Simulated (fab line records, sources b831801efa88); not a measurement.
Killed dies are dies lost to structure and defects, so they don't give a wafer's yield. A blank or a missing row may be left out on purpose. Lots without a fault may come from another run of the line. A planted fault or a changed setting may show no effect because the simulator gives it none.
fab line records | flow sky130 | part 1 of 2: steps 1 to 33 of 43
record lots=5 wafers=15 last_day=48
route steps=708 shown VT_ADJUST_PCH@148 SONOS_TUNNEL@154 SONOS_ONO@168 GATE_OXIDE@187
lots that met no fault: from a run of the same line without faults
start_h: hours from the record's first day to the start of the lot's first wafer shown | wait_h: hours since the lot's step before | " the same as in the row above | L1.1+2: a row that stands for several wafers | - no value, or no start given | * or withheld: withheld | < > ~ a bound
route shown NAME@n: a module of which the file shows steps, and the number in the route of the first | usual: mean/standard deviation of fault-free wafers | same: alike in all rows | chamber/n: place in a boat | sites: the reading at each site | _std_site: their standard deviation | _edge_site: outer sites' mean less inner sites' | radius_mm: how far each site lies from the wafer's centre | mask NAME#n: copy n | behind: the tool/chamber that last shaped the wafer | hold: why the lot was held/for how many hours/how that ended | device: the transistor (n, p or np) that didn't switch | end of line: the same wafers' tests at the end of the route | a step without rows: its recipe alone | killed: dies lost to structure and defects at the first sort, not the wafer's yield | map: a wafer's dies, x killed, . not, _ none there
set.NAME: the setting as run; set.NAME@STEP: as run at that earlier step | model.NAME: the simulator's own value behind a step, which no gauge read
lots at some steps of the route; a table a step, a row a wafer
services: from which hour (start_h, from the record's first day; less than 0 if before it) a tool's chamber was out of use, for how many hours, and why
## steps
# step SKY_VT_ADJUST_PCH_PEB_05
# recipe temp_c=115 time_s=withheld
# columns lot.wafer tool chamber start_h wait_h
L077.2+3+6 litho_track-02 0 - -
L080.1+4+6 litho_track-04 0 - -
L081.1+2+6 litho_track-02 0 - -
L083.3+4+5 litho_track-02 0 - -
L085.3+4+5 litho_track-03 0 - -
# step SKY_VT_ADJUST_PCH_DEVELOP_06
# recipe wall_angle_deg=90 developer=TMAH develop_time_s=60 dev_temp_c=23
# columns lot.wafer tool chamber start_h wait_h
L077.2+3+6 litho_track-02 0 - -
L080.1+4+6 litho_track-04 0 - -
L081.1+2+6 litho_track-02 0 - -
L083.3+4+5 litho_track-02 0 - -
L085.3+4+5 litho_track-03 0 - -
# step SKY_VT_ADJUST_PCH_OVL_MEAS_07
# usual VT_ADJUST_PCH_OVL=0.5/1.3
# columns lot.wafer tool chamber start_h wait_h VT_ADJUST_PCH_OVL[nm]
L077.2 overlay-02 - 250.02 - -1.5
L077.3 " - " " -1.4
L077.6 " - " " 0.1
L080.1 overlay-02 - 272.18 - 1.6
L080.4 " - " " -0.3
L080.6 " - " " 1.7
L081.1 overlay-01 - 276.27 - -1.7
L081.2 " - " " -1.3
L081.6 " - " " -1.1
L083.3 overlay-02 - 295.93 - -0.4
L083.4 " - " " 1.2
L083.5 " - " " 2.3
L085.3 overlay-01 - 316.68 - 0.3
L085.4 " - " " 0.7
L085.5 " - " " 0.4
# step SKY_VT_ADJUST_PCH_IMPLANT_08
# recipe species=B energy_kev=10 dose_cm2=5e+11 tilt_deg=withheld
# usual dose_ions_cm2=5e+11/5.6e+08
# columns lot.wafer tool chamber start_h wait_h dose_ions_cm2
L077.2 implanter-02 0 250.08 0.0 5.006e+11
L077.3 " 0 " " 5.007e+11
L077.6 " 0 " " 5.009e+11
L080.1 implanter-02 0 272.22 0.0 4.994e+11
L080.4 " 0 " " 5.009e+11
L080.6 " 0 " " 4.989e+11
L081.1 implanter-02 0 276.30 0.0 5.006e+11
L081.2 " 0 " " 5.002e+11
L081.6 " 0 " " 5.003e+11
L083.3 implanter-02 0 296.00 0.1 4.995e+11
L083.4 " 0 " " 5.006e+11
L083.5 " 0 " " 5.007e+11
L085.3 implanter-04 0 316.75 0.1 5e+11
L085.4 " 0 " " 4.997e+11
L085.5 " 0 " " 4.999e+11
# step SKY_VT_ADJUST_PCH_STRIP_09
# recipe chemistry=O2/N2 power_w=1400 pressure_mtorr=1500 platen_temp_c=withheld o2_flow_sccm=3000 n2_flow_sccm=300 overash_fraction=0.5
# usual drypump_motor_current_A=5.5/0.58 oes_product_au=0.722/0.0045 strip_time_to_endpoint_s=36.92/0.082
# columns lot.wafer tool chamber start_h wait_h drypump_motor_current_A oes_product_au rf_hours_counter_h strip_time_to_endpoint_s
L077.2 plasma_asher-01 0 250.20 0.1 6.3 0.719 58 37.01
L077.3 " 1 " " 6.0 0.720 - 36.91
L077.6 " 0 " " 6.3 0.719 - 36.95
L080.1 plasma_asher-01 0 272.37 0.1 6.2 0.718 60 36.94
L080.4 " 1 " " 6.0 0.718 - 36.90
L080.6 " 1 " " 6.0 0.714 - 36.90
L081.1 plasma_asher-01 1 276.45 0.1 6.0 0.719 60 36.93
L081.2 " 0 " " 6.2 0.725 60 36.99
L081.6 " 1 " " 6.0 0.720 - 36.93
L083.3 plasma_asher-02 1 296.14 0.1 5.0 0.729 - 36.82
L083.4 " 0 " " 4.8 0.719 - 36.90
L083.5 " 1 " " 5.0 0.731 - 36.82
L085.3 plasma_asher-02 0 316.89 0.1 4.8 0.729 - 36.79
L085.4 " 1 " " 5.0 0.723 - 36.88
L085.5 " 1 " " 5.0 0.724 - 36.94
# step SKY_VT_ADJUST_PCH_TW_MEAS_10
# usual VT_ADJUST_PCH_TW=143.8/0.88
# columns lot.wafer tool chamber start_h wait_h VT_ADJUST_PCH_TW
L077.2 film_metro-04 - 250.31 0.1 142.8
L077.3 " - " " 142.4
L077.6 " - " " 143.4
L080.1 film_metro-01 - 272.47 0.1 145.6
L080.4 " - " " 144.9
L080.6 " - " " 145.4
L081.1 film_metro-04 - 276.55 0.1 143.4
L081.2 " - " " 143.2
L081.6 " - " " 142.4
L083.3 film_metro-01 - 296.22 0.1 145.0
L083.4 " - " " 144.3
L083.5 " - " " 144.9
L085.3 film_metro-03 - 316.97 0.1 143.8
L085.4 " - " " 143.5
L085.5 " - " " 143.2
# step SKY_SONOS_TUNNEL_DEHYDRATE_00
# recipe temp_c=200 time_s=60
# columns lot.wafer tool chamber start_h wait_h
L077.2+3+6 litho_track-03 0 261.84 11.5
L080.1+4+6 litho_track-03 0 284.62 12.1
L081.1+2+6 litho_track-04 0 289.18 12.6
L083.3+4+5 litho_track-03 0 308.47 12.2
L085.3+4+5 litho_track-01 0 329.55 12.6
# step SKY_SONOS_TUNNEL_HMDS_01
# recipe prime_time_s=60 prime_temp_c=120
# columns lot.wafer tool chamber start_h wait_h
L077.2+3+6 litho_track-03 0 261.99 0.1
L080.1+4+6 litho_track-03 0 284.77 0.1
L081.1+2+6 litho_track-04 0 289.33 0.1
L083.3+4+5 litho_track-03 0 308.62 0.1
L085.3+4+5 litho_track-01 0 329.70 0.1
# step SKY_SONOS_TUNNEL_COAT_02
# recipe resist=NOVOLAK spin_rpm=3000 resist_thk_nm=1155
# usual dispense_pressure_kPa=49/5.9
# columns lot.wafer tool chamber start_h wait_h dispense_pressure_kPa
L077.2 litho_track-03 0 262.14 0.1 42
L077.3 " 0 " " 42
L077.6 " 0 " " 42
L080.1 litho_track-03 0 284.92 0.1 42
L080.4 " 0 " " 42
L080.6 " 0 " " 42
L081.1 litho_track-04 0 289.48 0.1 49
L081.2 " 0 " " 49
L081.6 " 0 " " 49
L083.3 litho_track-03 0 308.77 0.1 42
L083.4 " 0 " " 42
L083.5 " 0 " " 42
L085.3 litho_track-01 0 329.85 0.1 56
L085.4 " 0 " " 56
L085.5 " 0 " " 56
# step SKY_SONOS_TUNNEL_SOFTBAKE_03
# recipe temp_c=90 time_s=60 resist=NOVOLAK
# columns lot.wafer tool chamber start_h wait_h
L077.2+3+6 litho_track-03 0 262.29 0.1
L080.1+4+6 litho_track-03 0 285.07 0.1
L081.1+2+6 litho_track-04 0 289.63 0.1
L083.3+4+5 litho_track-03 0 308.92 0.1
L085.3+4+5 litho_track-01 0 330.00 0.1
# step SKY_SONOS_TUNNEL_EXPOSE_04
# recipe mask_id=TUNM na=0.6 source_shape=conventional sigma_outer=0.6 polarization=unpolarized target_cd_nm=410 dose_mj=136
# same na=0.6
# columns lot.wafer tool chamber start_h wait_h mask
L077.2+3+6 iline_stepper-01 0 - - TUNM#0
L080.1+4+6 iline_stepper-01 0 - - TUNM#0
L081.1+2+6 iline_stepper-01 0 - - TUNM#0
L083.3+4+5 iline_stepper-01 0 - - TUNM#0
L085.3+4+5 iline_stepper-01 0 - - TUNM#0
# step SKY_SONOS_TUNNEL_PEB_05
# recipe temp_c=withheld time_s=* resist=NOVOLAK
# columns lot.wafer tool chamber start_h wait_h
L077.2+3+6 litho_track-03 0 - -
L080.1+4+6 litho_track-03 0 - -
L081.1+2+6 litho_track-04 0 - -
L083.3+4+5 litho_track-04 0 - -
L085.3+4+5 litho_track-01 0 - -
# step SKY_SONOS_TUNNEL_DEVELOP_06
# recipe resist=NOVOLAK developer=TMAH develop_time_s=60 dev_temp_c=23
# columns lot.wafer tool chamber start_h wait_h
L077.2+3+6 litho_track-03 0 273.99 0.1
L080.1+4+6 litho_track-03 0 295.97 0.1
L081.1+2+6 litho_track-04 0 301.63 0.1
L083.3+4+5 litho_track-04 0 321.03 0.1
L085.3+4+5 litho_track-01 0 343.45 0.1
# step SKY_SONOS_TUNNEL_CD_MEAS_07
# recipe target_cd_nm=410
# usual cd_nm=410.3/1.9
# columns lot.wafer tool chamber start_h wait_h cd_nm
L077.2 cd_sem-01 - 274.14 0.1 409.8
L077.3 " - " " 410.7
L077.6 " - " " 407.6
L080.1 cd_sem-02 - 296.12 0.1 413.2
L080.4 " - " " 413.7
L080.6 " - " " 412.1
L081.1 cd_sem-01 - 301.78 0.1 409.3
L081.2 " - " " 409.9
L081.6 " - " " 408.8
L083.3 cd_sem-02 - 321.17 0.1 412.9
L083.4 " - " " 413.4
L083.5 " - " " 411.0
L085.3 cd_sem-01 - 343.59 0.1 410.6
L085.4 " - " " 410.1
L085.5 " - " " 409.3
# step SKY_SONOS_TUNNEL_OVL_MEAS_08
# usual SONOS_TUNNEL_OVL=0.6/1.4
# columns lot.wafer tool chamber start_h wait_h SONOS_TUNNEL_OVL[nm]
L077.2 overlay-02 - 274.24 0.1 2.2
L077.3 " - " " 2.5
L077.6 " - " " 1.1
L080.1 overlay-01 - 296.24 0.1 -0.6
L080.4 " - " " -1.6
L080.6 " - " " -1.8
L081.1 overlay-02 - 301.90 0.1 0.5
L081.2 " - " " 0.1
L081.6 " - " " 0.0
L083.3 overlay-01 - 321.26 0.1 -1.3
L083.4 " - " " -1.3
L083.5 " - " " -1.0
L085.3 overlay-02 - 343.69 0.1 0.1
L085.4 " - " " 0.3
L085.5 " - " " -0.6
# step SKY_SONOS_TUNNEL_IMPLANT_09
# recipe species=B energy_kev=20 dose_cm2=1e+12 tilt_deg=withheld
# usual dose_ions_cm2=1e+12/1e+09
# columns lot.wafer tool chamber start_h wait_h dose_ions_cm2
L077.2 implanter-01 0 274.30 0.0 1.0013e+12
L077.3 " 0 " " 9.999e+11
L077.6 " 0 " " 1.0009e+12
L080.1 implanter-01 0 296.27 0.0 9.985e+11
L080.4 " 0 " " 9.997e+11
L080.6 " 0 " " 1.0002e+12
L081.1 implanter-04 0 301.94 0.0 9.989e+11
L081.2 " 0 " " 9.987e+11
L081.6 " 0 " " 9.993e+11
L083.3 implanter-01 0 321.34 0.1 1.0009e+12
L083.4 " 0 " " 9.991e+11
L083.5 " 0 " " 9.979e+11
L085.3 implanter-04 0 343.76 0.1 9.989e+11
L085.4 " 0 " " 1.0008e+12
L085.5 " 0 " " 1.0002e+12
# step SKY_SONOS_TUNNEL_WET_ETCH_10
# recipe chemistry=dHF target_depth_nm=14 target=SiO2 dilution=100:1 temp_c=25 time_s=280
# columns lot.wafer tool chamber start_h wait_h
L077.2+3+6 wet_bench-04 3 274.42 0.1
L080.1+4+6 wet_bench-02 2 296.42 0.1
L081.1+2+6 wet_bench-04 3 302.24 0.2
L083.3+4+5 wet_bench-03 2 321.44 0.1
L085.3+4+5 wet_bench-03 3 343.86 0.1
# step SKY_SONOS_TUNNEL_STRIP_11
# recipe chemistry=SPM time_s=600 temp_c=130
# usual bath_guard_temp_C=129.6/0.53
# columns lot.wafer tool chamber start_h wait_h bath_guard_temp_C
L077.2 wet_bench-03 3 274.52 0.0 129.2
L077.3 " 3 " " 129.1
L077.6 " 3 " " 129.4
L080.1 wet_bench-03 2 296.51 0.0 128.7
L080.4 " 2 " " 128.7
L080.6 " 2 " " 128.5
L081.1 wet_bench-02 0 302.32 0.0 129.6
L081.2 " 0 " " 129.8
L081.6 " 0 " " 129.7
L083.3 wet_bench-04 3 321.62 0.0 130.7
L083.4 " 3 " " 130.4
L083.5 " 3 " " 130.0
L085.3 wet_bench-02 0 343.95 0.0 129.5
L085.4 " 0 " " 130.1
L085.5 " 0 " " 129.6
# step SKY_SONOS_TUNNEL_TW_MEAS_12
# usual SONOS_TUNNEL_TW=198.4/2.2
# columns lot.wafer tool chamber start_h wait_h SONOS_TUNNEL_TW
L077.2 film_metro-01 - 274.70 0.0 200.6
L077.3 " - " " 199.3
L077.6 " - " " 201.3
L080.1 film_metro-02 - 296.69 0.0 196.5
L080.4 " - " " 195.5
L080.6 " - " " 195.6
L081.1 film_metro-02 - 302.50 0.0 197.0
L081.2 " - " " 195.3
L081.6 " - " " 194.9
L083.3 film_metro-01 - 321.83 0.0 198.1
L083.4 " - " " 199.7
L083.5 " - " " 199.5
L085.3 film_metro-01 - 344.14 0.0 200.6
L085.4 " - " " 201.2
L085.5 " - " " 201.4
# step SKY_SONOS_TUNNEL_CLEAN_13
# recipe chemistry=dHF time_s=20 dilution=100:1 dry=ipa_marangoni
# columns lot.wafer tool chamber start_h wait_h
L077.2+3+6 wet_bench-04 3 274.75 0.0
L080.1+4+6 wet_bench-02 2 296.75 0.1
L081.1+2+6 wet_bench-03 2 302.56 0.1
L083.3+4+5 wet_bench-02 2 321.87 0.0
L085.3+4+5 wet_bench-03 1 344.18 0.0
# step SKY_SONOS_ONO_OXIDATION_00
# recipe temp_c=800 ambient=O2 idle_temp_c=700 ramp_up_c_per_min=10 ramp_down_c_per_min=3 stabilise_s=600 purge_s=300 target_thk_a=26 ox_time_s=1249
# usual zone_power_bottom_pct=20.5/1.6
# columns lot.wafer tool chamber start_h wait_h zone_power_bottom_pct
L077.2 furnace-01 0 274.77 0.0 22.5
L077.3 " 0 " " 22.4
L077.6 " 0 " " 22.5
L080.1 furnace-02 0 299.72 3.0 19.1
L080.4 " 0 " " 18.9
L080.6 " 0 " " 19.2
L081.1 furnace-02 0 305.22 2.6 18.8
L081.2 " 0 " " 18.9
L081.6 " 0 " " 18.8
L083.3 furnace-01 0 322.81 0.9 22.2
L083.4 " 0 " " 22.2
L083.5 " 0 " " 22.3
L085.3 furnace-01 0 344.20 0.0 22.4
L085.4 " 0 " " 22.4
L085.5 " 0 " " 22.5
# step SKY_SONOS_ONO_THK_MEAS_01
# recipe reads=SiO2_of_SONOS_ONO_OXIDATION_00
# usual SONOS_ONO_OXIDATION_THK=2.61/0.05
# columns lot.wafer tool chamber start_h wait_h SONOS_ONO_OXIDATION_THK[nm]
L077.2 film_metro-02 - 276.13 0.0 2.56
L077.3 " - " " 2.61
L077.6 " - " " 2.53
L080.1 film_metro-01 - 301.06 0.0 2.64
L080.4 " - " " 2.64
L080.6 " - " " 2.64
L081.1 film_metro-01 - 306.57 0.0 2.62
L081.2 " - " " 2.59
L081.6 " - " " 2.62
L083.3 film_metro-01 - 324.17 0.0 2.62
L083.4 " - " " 2.69
L083.5 " - " " 2.65
L085.3 film_metro-01 - 345.56 0.0 2.62
L085.4 " - " " 2.73
L085.5 " - " " 2.60
# step SKY_SONOS_ONO_CVD_02
# recipe material=Si3N4 precursor=DCS/NH3 target_thk_nm=10.5 temp_c=770 time_s=180 pressure_mtorr=250
# usual zone_power_bottom_pct=21.1/0.5
# columns lot.wafer tool chamber start_h wait_h zone_power_bottom_pct
L077.2 lpcvd-02 1 277.08 0.9 20.7
L077.3 " 1 " " 20.3
L077.6 " 1 " " 20.5
L080.1 lpcvd-02 1 301.12 0.1 20.4
L080.4 " 1 " " 20.9
L080.6 " 1 " " 20.4
L081.1 lpcvd-02 0 306.63 0.1 21.8
L081.2 " 0 " " 21.1
L081.6 " 0 " " 21.4
L083.3 lpcvd-02 0 324.70 0.5 21.5
L083.4 " 0 " " 21.3
L083.5 " 0 " " 21.5
L085.3 lpcvd-02 1 345.60 0.0 21.0
L085.4 " 1 " " 20.7
L085.5 " 1 " " 20.7
# step SKY_SONOS_ONO_THK_MEAS_03
# recipe reads=Si3N4_of_SONOS_ONO_CVD_02
# usual SONOS_ONO_CVD_02_THK=10.49/0.15
# columns lot.wafer tool chamber start_h wait_h SONOS_ONO_CVD_02_THK[nm]
L077.2 film_metro-02 - 278.14 0.0 10.59
L077.3 " - " " 10.58
L077.6 " - " " 10.57
L080.1 film_metro-02 - 302.17 0.0 10.42
L080.4 " - " " 10.43
L080.6 " - " " 10.49
L081.1 film_metro-02 - 307.68 0.0 10.53
L081.2 " - " " 10.49
L081.6 " - " " 10.62
L083.3 film_metro-02 - 325.77 0.0 10.37
L083.4 " - " " 10.36
L083.5 " - " " 10.33
L085.3 film_metro-03 - 346.67 0.0 10.67
L085.4 " - " " 10.67
L085.5 " - " " 10.67
# step SKY_SONOS_ONO_CVD_04
# recipe material=SiO2 precursor=SiH4/N2O target_thk_nm=5.7199 temp_c=900 pressure_mtorr=400
# usual zone_power_bottom_pct=31.4/1.1
# columns lot.wafer tool chamber start_h wait_h zone_power_bottom_pct
L077.2 lpcvd-03 1 278.19 0.0 30.0
L077.3 " 1 " " 30.3
L077.6 " 1 " " 30.4
L080.1 lpcvd-03 1 302.23 0.1 30.6
L080.4 " 1 " " 30.2
L080.6 " 1 " " 30.2
L081.1 lpcvd-03 0 307.74 0.1 32.4
L081.2 " 0 " " 32.4
L081.6 " 0 " " 32.5
L083.3 lpcvd-03 0 325.81 0.0 32.3
L083.4 " 0 " " 32.0
L083.5 " 0 " " 32.5
L085.3 lpcvd-03 1 346.71 0.0 30.1
L085.4 " 1 " " 30.6
L085.5 " 1 " " 31.0
# step SKY_SONOS_ONO_THK_MEAS_05
# recipe reads=SiO2_of_SONOS_ONO_CVD_04
# usual SONOS_ONO_CVD_04_THK=5.66/0.13
# columns lot.wafer tool chamber start_h wait_h SONOS_ONO_CVD_04_THK[nm]
L077.2 film_metro-02 - 279.45 0.0 5.71
L077.3 " - " " 5.70
L077.6 " - " " 5.70
L080.1 film_metro-02 - 303.48 0.0 5.56
L080.4 " - " " 5.52
L080.6 " - " " 5.52
L081.1 film_metro-01 - 308.99 0.0 5.62
L081.2 " - " " 5.58
L081.6 " - " " 5.62
L083.3 film_metro-03 - 327.08 0.0 5.91
L083.4 " - " " 5.76
L083.5 " - " " 5.79
L085.3 film_metro-02 - 347.98 0.0 5.64
L085.4 " - " " 5.65
L085.5 " - " " 5.71
# step SKY_SONOS_ONO_DEHYDRATE_06
# recipe temp_c=200 time_s=60
# columns lot.wafer tool chamber start_h wait_h
L077.2+3+6 litho_track-03 0 291.39 11.9
L080.1+4+6 litho_track-01 0 315.20 11.7
L081.1+2+6 litho_track-01 0 320.85 11.9
L083.3+4+5 litho_track-03 0 340.47 13.4
L085.3+4+5 litho_track-02 0 360.87 12.9
# step SKY_SONOS_ONO_HMDS_07
# recipe prime_time_s=60 prime_temp_c=120
# columns lot.wafer tool chamber start_h wait_h
L077.2+3+6 litho_track-03 0 291.54 0.1
L080.1+4+6 litho_track-01 0 315.35 0.1
L081.1+2+6 litho_track-01 0 321.00 0.1
L083.3+4+5 litho_track-03 0 340.62 0.1
L085.3+4+5 litho_track-02 0 361.02 0.1
# step SKY_SONOS_ONO_COAT_08
# recipe resist=NOVOLAK spin_rpm=3000 resist_thk_nm=1140
# usual dispense_pressure_kPa=51/5.5
# columns lot.wafer tool chamber start_h wait_h dispense_pressure_kPa
L077.2 litho_track-03 0 291.69 0.1 42
L077.3 " 0 " " 42
L077.6 " 0 " " 42
L080.1 litho_track-01 0 315.50 0.1 56
L080.4 " 0 " " 56
L080.6 " 0 " " 56
L081.1 litho_track-01 0 321.15 0.1 56
L081.2 " 0 " " 56
L081.6 " 0 " " 56
L083.3 litho_track-03 0 340.77 0.1 42
L083.4 " 0 " " 42
L083.5 " 0 " " 42
L085.3 litho_track-02 0 361.17 0.1 49
L085.4 " 0 " " 50
L085.5 " 0 " " 49
# step SKY_SONOS_ONO_SOFTBAKE_09
# recipe temp_c=90 time_s=60 resist=NOVOLAK
# columns lot.wafer tool chamber start_h wait_h
L077.2+3+6 litho_track-03 0 291.84 0.1
L080.1+4+6 litho_track-01 0 315.65 0.1
L081.1+2+6 litho_track-01 0 321.30 0.1
L083.3+4+5 litho_track-03 0 340.92 0.1
L085.3+4+5 litho_track-02 0 361.32 0.1
# step SKY_SONOS_ONO_EXPOSE_10
# recipe mask_id=ONOM target_cd_nm=410 na=0.6 source_shape=conventional sigma_outer=0.6 dose_mj=150
# same na=0.6
# columns lot.wafer tool chamber start_h wait_h mask
L077.2+3+6 iline_stepper-01 0 - - ONOM#0
L080.1+4+6 iline_stepper-01 0 - - ONOM#0
L081.1+2+6 iline_stepper-01 0 - - ONOM#0
L083.3+4+5 iline_stepper-02 0 - - ONOM#0
L085.3+4+5 iline_stepper-02 0 - - ONOM#0
# step SKY_SONOS_ONO_PEB_11
# recipe temp_c=withheld time_s=* resist=NOVOLAK
# columns lot.wafer tool chamber start_h wait_h
L077.2+3+6 litho_track-02 0 - -
L080.1+4+6 litho_track-01 0 - -
L081.1+2+6 litho_track-03 0 - -
L083.3+4+5 litho_track-02 0 - -
L085.3+4+5 litho_track-01 0 - -
# step SKY_SONOS_ONO_DEVELOP_12
# recipe develop_time_s=60 dev_temp_c=23
# columns lot.wafer tool chamber start_h wait_h
L077.2+3+6 litho_track-02 0 304.34 0.1
L080.1+4+6 litho_track-01 0 328.70 0.1
L081.1+2+6 litho_track-03 0 334.97 0.1
L083.3+4+5 litho_track-02 0 353.62 0.1
L085.3+4+5 litho_track-01 0 375.20 0.1
